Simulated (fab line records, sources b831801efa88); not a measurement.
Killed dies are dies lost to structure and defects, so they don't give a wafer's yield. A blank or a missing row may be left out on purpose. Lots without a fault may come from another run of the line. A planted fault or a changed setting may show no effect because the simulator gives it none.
Problem report in the 8D (eight disciplines) form, filled by code | flow gf180mcu | the parts of the form that need people (team, actions taken, sign-off) are left out

1. THE PROBLEM
NSD_RS at GF_PSD_RS_MEAS_14 reads a mean of 46.94 ohm/sq on 6 wafers of 2 lots; wafers without a fault read 46.14 ohm/sq with a standard deviation of 0.074. That is +11 standard deviations from the usual mean.
The step: measures by four-point-probe.
First seen on wafer L806.1, day 19 01:12, on film_metro-01. The record holds 33 wafers of 11 lots with a number at this step. Rule for "out", or "out of limits": more than 4 standard deviations from the usual mean. The other wafers with a number count as sound.

2. WHAT IT IS AND WHAT IT IS NOT
question                    | is                     | is not
which readings at this step | NSD_RS                 | -
which lots                  | L806, L808             | L794, L795, L797, L798, L805, L810, L814, L815, L816
which wafers of those lots  | all that have a number | -
read on which gauges        | film_metro-01          | film_metro-02, film_metro-03
when                        | from day 19 01:12      | up to then (15 sound wafers); but 12 sound wafers of L810, L814, L815, L816 came after

3. SUSPECTS, AND WHAT RULES EACH OUT
Counting: a tool at a process step up to the reading stays a suspect if it ran every lot that is out and no sound lot after the first of them.
- the gauge at GF_PSD_RS_MEAS_14: ruled out. All the wafers that are out were read on film_metro-01, but those of them that GF_NSD_IMPLANT_09 has rows for are out there too, on other tools.
- plasma_asher-02 at GF_HV_LDD_STRIP_37 (strips in O2/N2): ruled out as a lasting fault. Sound lots L816 ran on it after its first lot that is out, L806 (day 16 01:25).
- implanter-01 at GF_NSD_IMPLANT_09: kept. It ran every lot that is out, first L806 (day 18 01:31), and no sound lot after that; its last sound lot up to then is L798 (day 14 21:40). Its own readings are out on those wafers: beam_energy_keV.
- plasma_asher-03 at GF_NSD_STRIP_11 (strips in O2/N2): kept. It ran every lot that is out, first L806 (day 18 01:49), and no sound lot after that; its last sound lot up to then is L805 (day 17 16:10). Its own readings are out on those wafers: strip_time_to_endpoint_s.
Left after counting: implanter-01 at GF_NSD_IMPLANT_09, plasma_asher-03 at GF_NSD_STRIP_11.

4. THE CAUSE (what the simulator had put in)
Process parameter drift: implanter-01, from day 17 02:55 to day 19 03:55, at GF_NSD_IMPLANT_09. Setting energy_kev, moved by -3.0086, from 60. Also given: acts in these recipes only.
Counting left 2 suspects, and this tool is among them.

5. THE CHAIN OF EFFECTS, in route order
Each row: a reading whose mean over the struck wafers that have a number lies more than 3 standard deviations from the usual. Only readings for which the record gives a usual standard deviation are gone through. hours: the time from each lot's start at the first step in this table that gives one to its start at this step, as a median over the lots. sigmas: the change in usual standard deviations.
hours | step              | reading                  | usual        | on struck wafers | change | sigmas
0     | GF_NSD_IMPLANT_09 | beam_energy_keV          | 60.002       | 57.006           | -2.996 | -99 or more
0     | GF_NSD_STRIP_11   | strip_time_to_endpoint_s | 22.96 s      | 22.52            | -0.44  | -12
24    | GF_PSD_RS_MEAS_14 | NSD_RS                   | 46.14 ohm/sq | 46.94            | +0.80  | +11
The process steps in it:
- GF_NSD_IMPLANT_09
- GF_NSD_STRIP_11: strips in O2/N2.
Later measuring or inspecting steps at which every struck wafer that the step has a row for has a number for every such reading, and none has moved that far: GF_SAB_THK_MEAS_01.

6. WHAT WOULD HAVE CAUGHT IT SOONER
In this record the first reading out of limits at a measuring or inspecting step was taken at day 19 01:12, 46 hours after the fault began at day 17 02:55.
The tool's own readings at GF_NSD_IMPLANT_09 were out on every struck wafer that the step has a row for (beam_energy_keV): an alarm limit on them would have fired on the first of those.
All the lots that are out (2) had begun GF_NSD_IMPLANT_09 on implanter-01 by day 19 01:12. A hold on the tool at that time would have spared none of them.
